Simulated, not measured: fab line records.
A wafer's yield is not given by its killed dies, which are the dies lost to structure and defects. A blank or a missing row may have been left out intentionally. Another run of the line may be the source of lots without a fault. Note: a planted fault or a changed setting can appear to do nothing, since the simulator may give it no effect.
One fault seen from 2 desks | flow gf180mcu | only its own numbers are on each desk; what lay behind them is given at the end

== THE TOOL OWNER'S DESK: rie-metal-02 ==
The tool's own readings at GF_TOP_METAL_METAL_ETCH_16 (etches the open film in Cl2/BCl3, stops on SiO2, target depth 1197 nm, time 199.5 s): means of the sampled wafers that have a number, for each lot that ran on this tool. If a lot's mean is further than 4 standard deviations from the usual mean, the lot is out of limits and carries the mark OUT (the distance appears in the brackets).
Columns: A = drypump-motor-current-A at GF_TOP_METAL_METAL_ETCH_16, usual 5.90 A; B = oes-product-au at GF_TOP_METAL_METAL_ETCH_16, usual 0.986 a.u.; C = throttle-valve-pct at GF_TOP_METAL_METAL_ETCH_16, usual 28.234 %
lot  | first seen here | A    | B     | C
L173 | day 31 16:59    | 5.84 | 0.985 | 28.245
L177 | day 32 20:06    | 5.74 | 0.986 | 28.231
L178 | day 33 00:55    | 5.79 | 0.985 | 28.236
This desk found nothing out of limits on any of the 3 lots.

== FROM THE METROLOGY DESK ==
What the gauges read, lot by lot, whatever tool the lot ran on: means of the sampled wafers that have a number. If a lot's mean is further than 4 standard deviations from the usual mean, the lot is out of limits and carries the mark OUT (the distance appears in the brackets).
Columns: A = TOP_METAL_ALCU_RS at GF_TOP_METAL_RS_MEAS_05, usual 0.0327 ohm/sq; B = TOP_METAL_ALCU_THK at GF_TOP_METAL_THK_MEAS_06, usual 881 nm; C = cd-nm at GF_TOP_METAL_CD_MEAS_14, usual 440.1 nm; D = TOP_METAL_OVL at GF_TOP_METAL_OVL_MEAS_15, usual 0.5 nm; E = PASSIVATION_CVD_00_THK at GF_PASSIVATION_THK_MEAS_01, usual 992 nm; F = PASSIVATION_CVD_02_THK at GF_PASSIVATION_THK_MEAS_03, usual 702 nm; G = PASSIVATION_BOW at GF_PASSIVATION_BOW_MEAS_14, usual 136 um
lot  | first seen here | A      | B   | C     | D    | E    | F   | G
L163 | day 28 05:54    | 0.0326 | 886 | 442.4 | -1.9 | 997  | 703 | 154
L173 | day 30 23:07    | 0.0324 | 896 | 438.7 | 1.5  | 1022 | 710 | 128
L177 | day 32 03:38    | 0.0325 | 891 | 436.0 | 2.4  | 1021 | 713 | 123
L178 | day 32 08:35    | 0.0327 | 887 | 438.7 | 2.5  | 1021 | 725 | 148
L179 | day 32 16:34    | 0.0324 | 890 | 443.3 | -0.9 | 985  | 705 | 142
L184 | day 33 18:26    | 0.0326 | 882 | 441.5 | -0.3 | 1012 | 694 | 122
This desk found nothing out of limits on any of the 6 lots.

== BROUGHT TOGETHER ==
Nothing out of limits was seen by the tool owner's desk.
The metrology desk saw nothing out of limits.

== WHAT HAD BEEN PUT IN BY THE SIMULATOR ==
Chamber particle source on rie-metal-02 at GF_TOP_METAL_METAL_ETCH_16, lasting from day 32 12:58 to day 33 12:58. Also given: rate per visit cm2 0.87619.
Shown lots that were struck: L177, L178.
